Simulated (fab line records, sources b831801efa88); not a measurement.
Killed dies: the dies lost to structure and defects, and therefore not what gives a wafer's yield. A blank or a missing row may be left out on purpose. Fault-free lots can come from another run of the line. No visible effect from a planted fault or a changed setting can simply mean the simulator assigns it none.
One fault through the eyes of 2 desks	flow gf180mcu	only its own numbers are on each desk; what lay behind them is given at the end

METROLOGY DESK
What the gauges read for every lot (on any tool): the sampled wafers with a number, averaged. A lot is out of limits, marked OUT, if its mean lies more than 4 standard deviations from the usual mean; the brackets give that distance.
Columns: A = cd nm at GF_NSD_CD_MEAS_07, usual 399.7 nm; B = NSD_RS at GF_PSD_RS_MEAS_14, usual 45.73 ohm/sq; C = PSD_RS at GF_PSD_RS_MEAS_15, usual 108.69 ohm/sq; D = SAB_OVL at GF_SAB_OVL_MEAS_10, usual 0.2 nm
lot	first seen here	A	B	C	D
L773	day 14 02:38	402.3	45.75	108.55	-0.0
L774	day 14 10:17	398.8	45.73	108.59	0.6
L775	day 14 15:26	401.4	45.78	108.92	1.1
L776	day 15 05:22	395.9	45.64	108.64	0.1
L780	day 16 14:34	401.6	45.66	108.45	1.0
L781	day 16 14:47	398.6	45.78	108.71	-0.1
L782	day 17 05:56	398.3	45.69	108.46	-1.1
L783	day 17 11:26	401.0	45.71	108.83	1.2
L787	day 18 16:40	397.0	47.31 (+24) OUT	116.88 (+31) OUT	1.2
L789	day 19 09:26	400.1	47.39 (+25) OUT	117.15 (+33) OUT	1.9
L792	day 20 07:52	397.3	45.71	108.87	-1.5
L793	day 20 18:55	402.6	45.71	108.45	0.5
L795	day 21 11:02	401.4	45.75	108.71	-0.6
This desk's finding: out of limits on L787, L789; first on L787, day 19 18:43 (NSD_RS at GF_PSD_RS_MEAS_14). In limits: L773, L774, L775, L776, L780, L781, L782, L783, L792, L793, L795.

FOR THE TOOL OWNER'S DESK: rtp anneal-01
The tool's own readings at GF_PSD_RTA_13 (time 20 s): means of the sampled wafers that have a number, for each lot that ran on this tool. A lot is out of limits, marked OUT, if its mean lies more than 4 standard deviations from the usual mean; the brackets give that distance.
Columns: A = lamp power pct at GF_PSD_RTA_13, usual 32.4 %; B = wafer_temp_C_max at GF_PSD_RTA_13, usual 1030.4
lot	first seen here	A	B
L773	day 15 01:06	33.0	1028.7
L774	day 15 08:23	33.0	1028.8
L775	day 15 13:41	33.0	1029.2
L776	day 16 04:41	33.0	1028.8
L787	day 19 18:38	31.9	1016.3 (-8.8) OUT
L789	day 20 11:26	31.9	1016.7 (-8.6) OUT
This desk's finding: out of limits on L787, L789; first on L787, day 19 18:38 (wafer_temp_C_max at GF_PSD_RTA_13). In limits: L773, L774, L775, L776.

TAKEN TOGETHER
On L787, L789, at day 19 18:38, an alarm was possible from the tool owner's desk.
On L787, L789, the metrology desk was in a position to raise an alarm at day 19 18:43.
The lots listed all ran GF_PSD_RTA_13 on rtp anneal-01.

WHAT THE SIMULATOR PUT IN
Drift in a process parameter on rtp anneal-01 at GF_PSD_RTA_13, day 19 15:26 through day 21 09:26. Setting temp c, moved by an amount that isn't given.
Lots struck among those shown: L787, L789.
Counting hours from when the fault started, the first reading out of limits came at 3 for the tool owner's desk and at 3 for the metrology desk.
